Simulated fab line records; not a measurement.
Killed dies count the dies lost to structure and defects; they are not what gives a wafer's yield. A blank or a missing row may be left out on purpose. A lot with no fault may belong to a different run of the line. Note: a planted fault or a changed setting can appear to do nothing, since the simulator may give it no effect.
One fault seen from 2 desks ; flow sfq-line ; each desk holds nothing but its own numbers, with what lay behind them at the end

== THE TOOL OWNER'S DESK: rie-diel-01 ==
The tool's own readings at SFQ_TRILAYER_I7_VIA_BARC_OPEN_VIA_ETCH_260 (etches BARC in O2, target depth 125 nm, time 41.7 s): means of the sampled wafers that have a number, for each lot that ran on this tool. Any lot whose mean is over 4 standard deviations away from the usual mean is out of limits and marked OUT; that distance is given in the brackets.
Columns: A = drypump-motor-current-A at SFQ_TRILAYER_I7_VIA_BARC_OPEN_VIA_ETCH_260, usual 5.9 A; B = oes-product-au at SFQ_TRILAYER_I7_VIA_BARC_OPEN_VIA_ETCH_260, usual 0.684 a.u.; C = run-length-s at SFQ_TRILAYER_I7_VIA_BARC_OPEN_VIA_ETCH_260, usual 70.1 s
lot;first seen here;A;B;C
L256;day 78 03:29;6.1;0.682;69.8
L266;day 87 23:07;6.0;0.668;71.4
L268;day 88 05:01;6.0;0.674;71.3
L270;day 88 08:29;6.0;0.678;71.1
Finding of this desk: none of the 4 lots has anything out of limits.

== FROM THE METROLOGY DESK ==
What the gauges read, lot by lot, whatever tool the lot ran on: means of the sampled wafers that have a number. Any lot whose mean is over 4 standard deviations away from the usual mean is out of limits and marked OUT; that distance is given in the brackets.
Columns: A = I7_BOW at SFQ_I7_BOW_MEAS_946, usual 7 um; B = I7_OVL at SFQ_I7_OVL_MEAS_947, usual 0 nm
lot;first seen here;A;B
L251;day 76 23:20;-1;6
L256;day 77 23:53;17;7
L266;day 87 17:43;10;3
L268;day 88 00:17;-6;-8
L270;day 88 04:52;2;-0
L271;day 88 05:56;12;4
L272;day 88 09:31;-14;4
Finding of this desk: none of the 7 lots has anything out of limits.

== ALL TOGETHER ==
Nothing out of limits was seen by the tool owner's desk.
From the metrology desk's view, nothing was out of limits.

== WHAT HAD BEEN PUT IN BY THE SIMULATOR ==
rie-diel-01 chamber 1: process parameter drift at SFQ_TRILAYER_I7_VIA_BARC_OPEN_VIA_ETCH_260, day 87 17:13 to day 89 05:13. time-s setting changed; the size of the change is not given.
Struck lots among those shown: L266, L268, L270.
